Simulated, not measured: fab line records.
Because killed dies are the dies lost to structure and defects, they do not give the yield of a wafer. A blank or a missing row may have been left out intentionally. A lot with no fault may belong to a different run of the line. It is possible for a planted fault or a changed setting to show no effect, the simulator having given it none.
Which of the tools did it? ; flow gf180mcu ; 21 wafers sampled from 7 lots at 1 step of a route of 602

## WHAT THE GAUGES READ, wafer by wafer
GF_STI_THK_MEAS_22.
lot;measured;on;STI_OXIDATION_01_THK (nm)
L852;day 2 15:04;film-metro-02;15.03 15.35 15.21
L854;day 3 00:07;film-metro-03;15.44 15.20 14.95
L856;day 3 09:26;film-metro-03;15.32 15.33 15.46
L865;day 5 10:02;film-metro-02;15.20 15.04 14.98
L869;day 6 06:51;film-metro-03;14.68 14.79 14.82
L871;day 6 14:59;film-metro-01;15.01 14.78 14.83
L873;day 7 03:03;film-metro-02;15.02 15.06 15.04

## TOOL THAT RAN EACH LOT (tool first, then ch and the chambers of the sampled wafers, then the start)
Record: no process step prior to these readings.

## THE ANSWER, worked out from the rows above alone
Rule: the usual values come from the lots themselves. The widest of any qualifying gaps counts: lots, ordered by their means at a reading, are off when they make up no more than a third of the lots, leave a main group of 4 or more, and stand apart from it by 3 or more times the standard deviation of that group's means. If all means in a main group match to the digits the tables above print for the reading, that group is not used. Also off: a lot with no number at a reading for which 4 or more lots have one. Any other lot the step has rows for is counted as sound.
No lot is off on any of the readings shown, so nothing can be concluded from this.

## WHAT THE SIMULATOR HAD INSERTED
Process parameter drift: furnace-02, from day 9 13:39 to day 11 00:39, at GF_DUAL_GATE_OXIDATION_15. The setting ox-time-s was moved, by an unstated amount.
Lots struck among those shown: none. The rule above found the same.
